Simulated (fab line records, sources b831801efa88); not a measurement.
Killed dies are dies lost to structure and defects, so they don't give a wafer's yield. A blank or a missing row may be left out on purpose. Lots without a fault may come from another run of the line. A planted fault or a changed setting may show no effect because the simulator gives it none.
Which tool did it? | flow gf180mcu | 24 lots, 72 wafers sampled, at 6 steps of a route of 602

WHAT THE GAUGES READ, wafer by wafer
GF_CONTACT_THK_MEAS_26: measures by xrf.
lot  | measured     | on            | CONTACT_W_THK (nm)
L074 | day 16 02:49 | film_metro-01 | 297 296 298
L075 | day 16 07:24 | film_metro-01 | 300 295 297
L076 | day 16 18:03 | film_metro-02 | 297 296 295
L077 | day 17 08:52 | film_metro-01 | 292 295 294
L078 | day 17 13:41 | film_metro-04 | 288 292 290
L079 | day 17 23:29 | film_metro-01 | 295 293 295
L080 | day 18 12:14 | film_metro-02 | 303 302 303
L081 | day 18 14:35 | film_metro-02 | 299 296 293
L082 | day 19 05:36 | film_metro-02 | 301 300 300
L083 | day 19 13:11 | film_metro-04 | 302 296 301
L084 | day 19 20:41 | film_metro-02 | 302 301 301
L085 | day 20 06:45 | film_metro-04 | 297 297 301
L086 | day 20 18:53 | film_metro-01 | 303 304 302
L087 | day 20 22:12 | film_metro-04 | 300 303 302
L088 | day 21 03:11 | film_metro-02 | 299 301 301
L089 | day 21 17:45 | film_metro-04 | 306 306 308
L090 | day 22 01:56 | film_metro-01 | 296 302 299
L091 | day 22 07:23 | film_metro-01 | 297 300 301
L092 | day 22 13:25 | film_metro-04 | 301 302 303
L093 | day 22 22:29 | film_metro-04 | 303 301 302
L094 | day 23 14:23 | film_metro-01 | 299 294 298
L095 | day 23 14:26 | film_metro-04 | 299 304 305
L096 | day 23 22:59 | film_metro-02 | 302 304 304
L097 | day 24 02:41 | film_metro-01 | 295 295 298

GF_V3_OVL_MEAS_15.
lot  | measured     | on         | V3_OVL (nm)
L074 | day 22 07:10 | overlay-01 | -2 -2 -6
L075 | day 22 12:40 | overlay-01 | -8 -7 5
L076 | day 23 00:23 | overlay-01 | -8 -5 -6
L077 | day 23 15:37 | overlay-01 | -2 -3 -4
L078 | day 23 21:08 | overlay-01 | -12 -14 -8
L079 | day 24 04:25 | overlay-02 | -7 0 2
L080 | day 24 18:23 | overlay-01 | -2 1 -1
L081 | day 24 19:07 | overlay-02 | -5 -11 -7
L082 | day 25 10:35 | overlay-02 | 0 4 3
L083 | day 25 16:35 | overlay-02 | -6 -1 -7
L084 | day 25 21:56 | overlay-01 | -5 -8 -2
L085 | day 26 07:14 | overlay-01 | -1 -6 3
L086 | day 26 19:58 | overlay-01 | -4 -6 -12
L087 | day 26 21:34 | overlay-02 | -3 -4 1
L088 | day 27 01:17 | overlay-01 | -7 -5 -5
L089 | day 27 14:01 | overlay-01 | -3 -2 -3
L090 | day 27 20:16 | overlay-01 | -6 -15 -13
L091 | day 28 00:52 | overlay-02 | -15 -3 -7
L092 | day 28 04:32 | overlay-02 | -8 -9 1
L093 | day 28 15:46 | overlay-01 | -15 -15 -14
L094 | day 29 02:26 | overlay-01 | -4 -6 -1
L095 | day 29 03:44 | overlay-02 | 2 -10 1
L096 | day 29 12:33 | overlay-01 | 0 -4 3
L097 | day 29 13:53 | overlay-02 | 0 -5 8

WHICH TOOL RAN EACH LOT (tool, then ch and the chambers of the sampled wafers, then the start)
lot  | GF_M2_SPUTTER_04             | GF_V2_CMP_04                  | GF_M3_SPUTTER_02             | GF_M3_SPUTTER_04
L074 | pvd_sputter-04, day 18 03:34 | cmp-01 ch 0,3, day 19 04:35   | pvd_sputter-02, day 20 06:50 | pvd_sputter-02, day 20 06:53
L075 | pvd_sputter-04, day 18 08:44 | cmp-02 ch 0,2, day 19 09:33   | pvd_sputter-01, day 20 12:05 | pvd_sputter-01, day 20 12:08
L076 | pvd_sputter-04, day 18 20:30 | cmp-02 ch 2,3, day 19 21:59   | pvd_sputter-01, day 21 00:11 | pvd_sputter-01, day 21 00:14
L077 | pvd_sputter-03, day 19 12:21 | cmp-02 ch 2,3, day 20 13:32   | pvd_sputter-04, day 21 16:02 | pvd_sputter-04, day 21 16:05
L078 | pvd_sputter-02, day 19 17:38 | cmp-02 ch 1,2,3, day 20 19:23 | pvd_sputter-04, day 21 21:17 | pvd_sputter-04, day 21 21:20
L079 | pvd_sputter-04, day 20 02:49 | cmp-02 ch 0,2,3, day 21 03:50 | pvd_sputter-02, day 22 04:53 | pvd_sputter-02, day 22 04:56
L080 | pvd_sputter-04, day 20 16:29 | cmp-01 ch 0,1,2, day 21 17:03 | pvd_sputter-02, day 22 18:38 | pvd_sputter-02, day 22 18:41
L081 | pvd_sputter-02, day 20 19:22 | cmp-01 ch 0,3, day 21 20:16   | pvd_sputter-01, day 22 20:52 | pvd_sputter-01, day 22 20:55
L082 | pvd_sputter-04, day 21 10:17 | cmp-01 ch 0,2,3, day 22 11:35 | pvd_sputter-02, day 23 12:47 | pvd_sputter-02, day 23 12:50
L083 | pvd_sputter-04, day 21 17:23 | cmp-01 ch 0,2,3, day 22 18:33 | pvd_sputter-04, day 23 19:29 | pvd_sputter-04, day 23 19:32
L084 | pvd_sputter-03, day 22 00:45 | cmp-02 ch 0,1,2, day 23 01:13 | pvd_sputter-04, day 24 01:00 | pvd_sputter-04, day 24 01:04
L085 | pvd_sputter-03, day 22 09:43 | cmp-02 ch 0,2, day 23 09:44   | pvd_sputter-02, day 24 11:07 | pvd_sputter-02, day 24 11:10
L086 | pvd_sputter-03, day 22 21:59 | cmp-01 ch 0,3, day 23 21:09   | pvd_sputter-01, day 24 20:58 | pvd_sputter-01, day 24 21:01
L087 | pvd_sputter-04, day 23 01:08 | cmp-01 ch 0,2,3, day 24 00:15 | pvd_sputter-02, day 24 23:59 | pvd_sputter-02, day 25 00:02
L088 | pvd_sputter-03, day 23 04:57 | cmp-02 ch 0,1,2, day 24 04:55 | pvd_sputter-01, day 25 05:08 | pvd_sputter-01, day 25 05:11
L089 | pvd_sputter-04, day 23 20:34 | cmp-02 ch 0,1,3, day 24 19:44 | pvd_sputter-02, day 25 19:05 | pvd_sputter-02, day 25 19:08
L090 | pvd_sputter-04, day 24 02:50 | cmp-01 ch 0,2,3, day 25 01:35 | pvd_sputter-04, day 26 01:29 | pvd_sputter-04, day 26 01:32
L091 | pvd_sputter-02, day 24 08:39 | cmp-02 ch 0,2,3, day 25 07:10 | pvd_sputter-01, day 26 06:14 | pvd_sputter-01, day 26 06:17
L092 | pvd_sputter-03, day 24 14:32 | cmp-02 ch 0,1, day 25 13:16   | pvd_sputter-04, day 26 10:47 | pvd_sputter-04, day 26 10:50
L093 | pvd_sputter-03, day 24 22:45 | cmp-01 ch 0,1,3, day 26 00:10 | pvd_sputter-01, day 26 22:47 | pvd_sputter-01, day 26 22:50
L094 | pvd_sputter-02, day 25 14:51 | cmp-02 ch 2,3, day 26 12:08   | pvd_sputter-04, day 27 09:44 | pvd_sputter-04, day 27 09:47
L095 | pvd_sputter-03, day 25 15:05 | cmp-02 ch 1,2,3, day 26 13:01 | pvd_sputter-02, day 27 10:59 | pvd_sputter-02, day 27 11:02
L096 | pvd_sputter-04, day 26 00:42 | cmp-01 ch 0,1, day 26 22:07   | pvd_sputter-01, day 27 20:26 | pvd_sputter-01, day 27 20:29
L097 | pvd_sputter-03, day 26 01:50 | cmp-01 ch 1,2,3, day 27 00:56 | pvd_sputter-01, day 27 23:03 | pvd_sputter-01, day 27 23:07
- GF_M2_SPUTTER_04: material TiN, target thk 50 nm, time 41.7 s.
- GF_V2_CMP_04: polishes SiO2.
- GF_M3_SPUTTER_02: material AlCu, target thk 450 nm, time 23.9 s.
- GF_M3_SPUTTER_04: material TiN, target thk 50 nm, time 41.7 s.

WHAT THE TOOLS THEMSELVES READ (means of the sampled wafers that have a number; where no wafer has one, the mark that the record gives instead)
GF_M2_SPUTTER_04.
lot  | tool           | throttle_valve_pct (%)
L074 | pvd_sputter-04 | 29.4
L075 | pvd_sputter-04 | 30.2
L076 | pvd_sputter-04 | 29.9
L077 | pvd_sputter-03 | 30.5
L078 | pvd_sputter-02 | 30.0
L079 | pvd_sputter-04 | 30.3
L080 | pvd_sputter-04 | 30.2
L081 | pvd_sputter-02 | 30.7
L082 | pvd_sputter-04 | 29.7
L083 | pvd_sputter-04 | 30.1
L084 | pvd_sputter-03 | 30.4
L085 | pvd_sputter-03 | 28.8
L086 | pvd_sputter-03 | 31.2
L087 | pvd_sputter-04 | 30.3
L088 | pvd_sputter-03 | 30.7
L089 | pvd_sputter-04 | 30.0
L090 | pvd_sputter-04 | 30.7
L091 | pvd_sputter-02 | 30.1
L092 | pvd_sputter-03 | 30.5
L093 | pvd_sputter-03 | 31.4
L094 | pvd_sputter-02 | 29.9
L095 | pvd_sputter-03 | 29.4
L096 | pvd_sputter-04 | 30.4
L097 | pvd_sputter-03 | 28.6

GF_V2_CMP_04.
lot  | tool   | motor_current_A (A) | retaining_ring_pressure_frac | time_to_endpoint_s (s)
L074 | cmp-01 | 11.2                | 1.003                        | 90
L075 | cmp-02 | 12.6                | 0.997                        | 80
L076 | cmp-02 | 11.8                | 0.996                        | 74
L077 | cmp-02 | 12.6                | 1.002                        | 77
L078 | cmp-02 | 11.8                | 0.996                        | 73
L079 | cmp-02 | 12.5                | 0.997                        | 78
L080 | cmp-01 | 11.8                | 1.000                        | 85
L081 | cmp-01 | 11.2                | 1.000                        | 83
L082 | cmp-01 | 12.3                | 1.007                        | 83
L083 | cmp-01 | 12.3                | 1.001                        | 89
L084 | cmp-02 | 12.6                | 1.002                        | 76
L085 | cmp-02 | 12.7                | 1.002                        | 81
L086 | cmp-01 | 11.9                | 1.001                        | 83
L087 | cmp-01 | 12.0                | 1.002                        | 85
L088 | cmp-02 | 12.2                | 0.996                        | 77
L089 | cmp-02 | 11.8                | 1.001                        | 77
L090 | cmp-01 | 12.3                | 1.001                        | 81
L091 | cmp-02 | 12.1                | 1.004                        | 79
L092 | cmp-02 | 12.2                | 1.000                        | 85
L093 | cmp-01 | 11.2                | 0.997                        | 82
L094 | cmp-02 | 12.0                | 1.001                        | 81
L095 | cmp-02 | 12.3                | 0.999                        | 80
L096 | cmp-01 | 11.6                | 0.999                        | 84
L097 | cmp-01 | 12.0                | 1.003                        | 83

GF_M3_SPUTTER_02.
lot  | tool           | throttle_valve_pct (%)
L074 | pvd_sputter-02 | 30.5
L075 | pvd_sputter-01 | 30.7
L076 | pvd_sputter-01 | 30.8
L077 | pvd_sputter-04 | 30.3
L078 | pvd_sputter-04 | 30.3
L079 | pvd_sputter-02 | 30.1
L080 | pvd_sputter-02 | 30.3
L081 | pvd_sputter-01 | 30.9
L082 | pvd_sputter-02 | 30.7
L083 | pvd_sputter-04 | 30.1
L084 | pvd_sputter-04 | 30.0
L085 | pvd_sputter-02 | 30.0
L086 | pvd_sputter-01 | 30.6
L087 | pvd_sputter-02 | 31.3
L088 | pvd_sputter-01 | 30.4
L089 | pvd_sputter-02 | 31.0
L090 | pvd_sputter-04 | 29.8
L091 | pvd_sputter-01 | 31.2
L092 | pvd_sputter-04 | 30.2
L093 | pvd_sputter-01 | 30.5
L094 | pvd_sputter-04 | 30.8
L095 | pvd_sputter-02 | 29.7
L096 | pvd_sputter-01 | 30.8
L097 | pvd_sputter-01 | 31.2

GF_M3_SPUTTER_04.
lot  | tool           | throttle_valve_pct (%)
L074 | pvd_sputter-02 | 30.6
L075 | pvd_sputter-01 | 30.7
L076 | pvd_sputter-01 | 30.7
L077 | pvd_sputter-04 | 30.2
L078 | pvd_sputter-04 | 30.3
L079 | pvd_sputter-02 | 30.3
L080 | pvd_sputter-02 | 30.5
L081 | pvd_sputter-01 | 30.9
L082 | pvd_sputter-02 | 30.6
L083 | pvd_sputter-04 | 30.1
L084 | pvd_sputter-04 | 29.9
L085 | pvd_sputter-02 | 30.0
L086 | pvd_sputter-01 | 30.6
L087 | pvd_sputter-02 | 31.2
L088 | pvd_sputter-01 | 30.5
L089 | pvd_sputter-02 | 31.0
L090 | pvd_sputter-04 | 30.0
L091 | pvd_sputter-01 | 31.3
L092 | pvd_sputter-04 | 30.3
L093 | pvd_sputter-01 | 30.6
L094 | pvd_sputter-04 | 30.7
L095 | pvd_sputter-02 | 29.6
L096 | pvd_sputter-01 | 30.9
L097 | pvd_sputter-01 | 31.3

THE ANSWER, worked out from the rows above alone
Rule: what is usual is taken from the lots themselves. Put in order of their means at a reading, lots are off if they are a third of the lots or fewer, leave a main group of 4 or more, and stand apart from it by a gap of 3 or more times the standard deviation of the main group's means; of several such gaps the widest counts. A main group whose means are all the same, to the digits that the tables above print for the reading, isn't used. A lot without any number at a reading at which 4 lots or more have one is off too. The other lots that the step has rows for count as sound. The gauges are gone through in route order, then the tools' own readings, and for those a lot's mean is taken as printed above. The first step at which some lot is off is used, and at that step the reading that is off furthest; a lot without a number counts as furthest.
No lot is off at any reading shown: from this, nothing can be told.

WHAT THE SIMULATOR HAD PUT IN
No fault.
